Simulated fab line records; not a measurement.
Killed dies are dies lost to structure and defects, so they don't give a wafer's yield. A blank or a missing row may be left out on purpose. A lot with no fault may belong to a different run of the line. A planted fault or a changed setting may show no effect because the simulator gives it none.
A struck lot beside a sound one ; flow sky130 ; 17 out of 708 route steps
Sound: the wafers L458.1, L458.4, L458.5. Wafers L467.1, L467.5, L467.6 were the ones struck. Last of all comes the cause.
Per side, at each step with rows, come the tool, then ch with its chambers, and then its first start. Under that, the readings that differ: sound wafers ; struck wafers ; difference of the means ; sigmas: that difference in standard deviations of wafers without a fault.
alike: readings whose means differ by less than 2 such deviations, and words and numbers that are the same on both sides. not compared: withheld readings, readings that some wafer has no value for, bounds like >300 that may hide the same value, and numbers for which the record gives no deviation and whose values overlap.
A row with sigmas, a row that says differs or no value, or rows on one side alone: a step with any of these is where the two part. Numbers that have no deviation but don't overlap get no sigmas and don't part them. A reading missing from all wafers of one side parts the sides only when that side holds two or more wafers.

first, 5 steps without rows for these wafers: SKY_SD_N_COAT_02 (resist thk 1140 nm); SKY_SD_N_SOFTBAKE_03 (time 60 s); SKY_SD_N_EXPOSE_04 (exposes mask NSDM, target cd 380 nm); SKY_SD_N_PEB_05; SKY_SD_N_DEVELOP_06 (develop time 60 s).
SKY_SD_N_CD_MEAS_07: the cd target is 380 nm.
  sound on cdSem-02 at day 29 22:53; struck on cdSem-01 at day 33 03:39
  alike: cdNm
SKY_SD_N_OVL_MEAS_08:
  sound on overlay-01 at day 29 23:00; struck on overlay-02 at day 33 03:46
  alike: SD_N_OVL
then, 2 steps without rows for these wafers: SKY_SD_N_IMPLANT_09; SKY_SD_N_IMPLANT_10.
SKY_SD_N_STRIP_11: strips in O2/N2.
  sound on plasmaAsher-03 ch 0,1, day 29 23:20; struck on plasmaAsher-02 ch 0,1, day 33 04:07
  alike: drypumpMotorCurrentA, oesProductAu, stripTimeToEndpointS
  not compared: rfHoursCounterH
SKY_SD_N_TW_MEAS_12:
  sound on filmMetro-03 at day 29 23:26; struck on filmMetro-03 at day 33 04:13
  alike: SD_N_TW
then, 1 step without rows for these wafers: SKY_SD_N_CLEAN_13 (cleans in SC1/SC2, time 150 s).
SKY_SD_N_RTA_14: time 2 s.
  sound on rtpAnneal-01 ch 0, day 29 23:32; struck on rtpAnneal-01 ch 0, day 33 04:19
reading;sound;struck;difference;sigmas
lampPowerPct (%);15.73 15.77 15.70;15.45 15.45 15.45;-0.28;-6
wafer_temp_C_max;1079.7 1076.3 1077.1;1061.1 1060.2 1058.3;-17.8;-13
SKY_SD_N_RS_MEAS_16: measures by four-point-probe.
  sound on filmMetro-03 at day 29 23:43; struck on filmMetro-04 at day 33 04:29
reading;sound;struck;difference;sigmas
SD_N_RS (ohm/sq);68.76 68.76 68.62;71.39 71.48 71.47;+2.73;+25
SKY_SD_N_RS_MEAS_17: measures by four-point-probe.
  sound on filmMetro-03 at day 29 23:50; struck on filmMetro-04 at day 33 04:37
reading;sound;struck;difference;sigmas
SD_P_RS (ohm/sq);147.4 147.7 147.3;163.7 162.8 162.7;+15.6;+47
SKY_SD_N_RS_MEAS_18: measures by four-point-probe.
  sound on filmMetro-03 at day 29 23:58; struck on filmMetro-04 at day 33 04:44
  alike: RES_XHIGH_RS
-- the record jumps here: 16 days lie between the struck wafers' starts before and after (it left off in module SD_N and takes up again in module PAD_OPEN, whose first step shown is number 708 of the route) --
SKY_PAD_OPEN_PROBE_99:
  sound on prober-02 at day 47 07:12; struck on prober-01 at day 49 13:40
reading;sound;struck;difference;sigmas
model.etest.resXhighPo.lineOhmUm;5950 5895 5583;6876 6248 6646;+781;
model.etest.resXhighPo.rsOhmSq;2033 2109 1961;2375 2182 2298;+251;
model.etest.resPdiff.lineOhmUm;1410 1431 1423;1599 1518 1586;+146;
model.etest.resHighPo.lineOhmUm;767.4 767.7 755.7;866.6 809.8 842.1;+75.9;
model.etest.pfetG5v0d10v5.rOnOhmUm;4653 4828 4690;4894 4908 4940;+190;
model.etest.liconHighPo.rcOhm;353.8 370.6 327.7;458.3 415.6 429;+83.6;
  alike: killed_at_M0_to_M3, killed_at_M4_up, killedAtContacts, killedAtFrontEnd, killedAtOther, killedDies, killedOpen, killedShort
  not compared: model.etest.pfet_01v8.rOnOhmUm, model.etest.tipP.rsOhmSq

## WHERE THEY PART
Last at SKY_SD_N_RS_MEAS_17 as far as this record goes, first at SKY_SD_N_RTA_14. Later steps at which nothing parts them and some readings are alike: SKY_SD_N_RS_MEAS_18, SKY_PAD_OPEN_PROBE_99.

WHY: whatever the simulator had introduced
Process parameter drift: rtpAnneal-01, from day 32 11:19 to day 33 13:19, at SKY_SD_N_RTA_14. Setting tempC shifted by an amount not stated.
